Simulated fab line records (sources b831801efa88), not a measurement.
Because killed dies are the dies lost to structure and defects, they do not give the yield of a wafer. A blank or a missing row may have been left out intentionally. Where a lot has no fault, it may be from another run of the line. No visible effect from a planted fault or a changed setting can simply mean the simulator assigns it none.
Struck lot and sound lot, side by side :: flow gf180mcu :: 44 steps out of a route of 602
Sound: wafers L738.3, L738.4, L738.5. Wafers L741.3, L741.5, L741.6 were the ones struck. Last of all comes the cause.
Per side, at each step with rows, come the tool, then ch with its chambers, and then its first start. Under that, the readings that differ: sound wafers :: struck wafers :: difference of the means :: sigmas: that difference in standard deviations of wafers without a fault.
alike: words and numbers the same on both sides, and readings whose means are apart by under 2 such deviations; not compared: readings that were withheld, readings missing a value for some wafer, numbers with overlapping values and no deviation given by the record, and bounds like >300 which may hide the same value.
Wherever a step has rows on one side only, a row that says differs or no value, or a row with sigmas, the two part there. Numbers that have no deviation but don't overlap get no sigmas and don't part them. A reading that every wafer of one side lacks parts them only if that side has two wafers or more.

first, 2 steps without rows for these wafers: GF_V1_STRIP_19 (strips in post etch residue remover, time 1200 s); GF_V1_CLEAN_20 (cleans in DIW).
GF_V1_SPUTTER_21: material Ti, target thk 15 nm, time 80.02 s.
  struck on pvd_sputter-03, day 22 16:38; sound on pvd_sputter-03, day 21 05:52
  alike: chamber_pressure_pa, throttle_valve_pct
then, 2 steps without rows for these wafers: GF_V1_SPUTTER_22 (material TiN, target thk 10 nm, time 40 s); GF_V1_CVD_23 (deposits W, target thk 350 nm, time 105.05 s).
GF_V1_RS_MEAS_24: the measuring method here is four-point-probe.
  struck on film_metro-03, day 22 16:53; sound on film_metro-02, day 21 06:07
  alike: V1_W_RS
GF_V1_THK_MEAS_25: measures by xrf.
  struck on film_metro-03, day 22 16:59; sound on film_metro-02, day 21 06:13
reading: V1_W_THK (nm)
sound: 347 357 347
struck: 334 333 344
difference: -13
sigmas: -2
GF_V1_CMP_26: polishes, stops on SiO2, t overpolish 15 s, target thk 0 nm.
  sound on cmp-02 ch 0,1, day 21 06:16; struck on cmp-01 ch 1,2,3, day 22 17:11
reading: motor_current_A (A)
sound: 9.9 11.3 9.7
struck: 11.7 12.6 11.9
difference: +1.8
sigmas: +2
  alike: overpolish_run_s, time_to_endpoint_s
then, 1 step without rows for these wafers: GF_M2_SPUTTER_00 (material Ti, target thk 37.5 nm, time 150 s).
GF_M2_SPUTTER_01: material TiN, target thk 30 nm, time 25 s.
  struck on pvd_sputter-04, day 22 17:26; sound on pvd_sputter-04, day 21 06:40
  alike: chamber_pressure_pa, throttle_valve_pct
then, 2 steps without rows for these wafers: GF_M2_SPUTTER_02 (material AlCu, target thk 450 nm, time 23.9 s); GF_M2_SPUTTER_03 (material Ti, target thk 10 nm, time 6.7 s).
GF_M2_SPUTTER_04: material TiN, target thk 50 nm, time 41.7 s.
  struck on pvd_sputter-04, day 22 17:31; sound on pvd_sputter-04, day 21 06:44
reading: chamber_pressure_pa (Pa)
sound: 0.3996 0.3992 0.4005
struck: 0.4767 0.4785 0.4788
difference: +0.0782
sigmas: +99 or more

reading: throttle_valve_pct (%)
sound: 31.7 29.5 29.4
struck: 28.8 27.6 26.8
difference: -2.5
sigmas: -3

reading: model.TiN_of_M2_SPUTTER_04.thk_nm (nm)
sound: 50.24 50.68 50.03
struck: 48.62 49.39 48.24
difference: -1.57
sigmas: 
GF_M2_RS_MEAS_05: the measuring method here is four-point-probe.
  struck on film_metro-03, day 22 17:35; sound on film_metro-03, day 21 06:49
  alike: M2_ALCU_RS
GF_M2_THK_MEAS_06: measures by xrf.
  struck on film_metro-03, day 22 17:41; sound on film_metro-03, day 21 06:55
  alike: M2_ALCU_THK
then, 7 steps without rows for these wafers: GF_M2_DEHYDRATE_07 (time 60 s); GF_M2_HMDS_08 (prime time 60 s); GF_M2_COAT_09 (resist thk 1000 nm); GF_M2_SOFTBAKE_10 (time 60 s); GF_M2_EXPOSE_11 (exposes mask Metal2, target cd 280 nm); GF_M2_PEB_12 (peb time 90 s); GF_M2_DEVELOP_13 (develop time 60 s).
GF_M2_CD_MEAS_14: target cd 280 nm.
  struck on cd_sem-01, day 23 15:40; sound on cd_sem-01, day 22 06:02
  alike: cd_nm
GF_M2_OVL_MEAS_15:
  struck on overlay-02, day 23 15:45; sound on overlay-01, day 22 06:08
  alike: M2_OVL
GF_M2_METAL_ETCH_16: etches the open film in Cl2/BCl3, stops on SiO2, target depth 750.8 nm, time 125.1 s.
  sound on rie_metal-04 ch 0,1, day 22 06:12; struck on rie_metal-04 ch 0,1, day 23 15:49
  alike: drypump_motor_current_A, mfc_cl2_sccm, oes_product_au, throttle_valve_pct
  not compared: rf_hours_counter_h
then, 4 steps without rows for these wafers: GF_M2_STRIP_17 (strips in O2/N2); GF_M2_STRIP_18 (strips in post etch residue remover, time 1200 s); GF_M2_CLEAN_19 (cleans in DIW); GF_V2_CVD_00 (deposits SiO2, target thk 600 nm, time 100 s).
GF_V2_THK_MEAS_01:
  struck on film_metro-04, day 23 16:34; sound on film_metro-04, day 22 06:55
  alike: V2_CVD_00_THK
GF_V2_CVD_02: deposits SiO2 from TEOS, target thk 850 nm, time 94.851 s.
  sound on pecvd-04 ch 1,2, day 22 06:57; struck on pecvd-03 ch 1,2, day 23 16:36
  alike: heater_power_w
GF_V2_THK_MEAS_03:
  struck on film_metro-01, day 23 16:41; sound on film_metro-01, day 22 07:02
  alike: V2_CVD_02_THK
then, 1 step without rows for these wafers: GF_V2_CMP_04 (polishes SiO2).
GF_V2_BOW_MEAS_05:
  struck on film_metro-04, day 23 17:04; sound on film_metro-01, day 22 07:25
reading: V2_BOW (um)
sound: 90 99 92
struck: 106 110 116
difference: +17
sigmas: +2
then, 8 steps without rows for these wafers: GF_V2_DEHYDRATE_06 (time 60 s); GF_V2_HMDS_07 (prime time 60 s); GF_V2_COAT_08; GF_V2_COAT_09 (resist thk 1000 nm); GF_V2_SOFTBAKE_10 (time 60 s); GF_V2_EXPOSE_11 (exposes mask Via2, target cd 260 nm); GF_V2_PEB_12 (peb time 90 s); GF_V2_DEVELOP_13 (develop time 60 s).
GF_V2_STRIP_19: strips in post etch residue remover, time 1200 s.
  sound on wet_bench-02 ch 1, day 23 07:02; struck on wet_bench-02 ch 0, day 24 15:36
reading: model.TiN_of_M2_SPUTTER_04.thk_nm (nm)
sound: 49.4 49.84 49.19
struck: 47.78 48.55 47.4
difference: -1.57
sigmas: 
next, for these wafers, 1 step has no rows: GF_PASSIVATION_PROBE_99.

WHERE THEY PART
Earliest at GF_V1_THK_MEAS_25; latest, in this record, at GF_V2_BOW_MEAS_05.

WHY: the cause the simulator had injected
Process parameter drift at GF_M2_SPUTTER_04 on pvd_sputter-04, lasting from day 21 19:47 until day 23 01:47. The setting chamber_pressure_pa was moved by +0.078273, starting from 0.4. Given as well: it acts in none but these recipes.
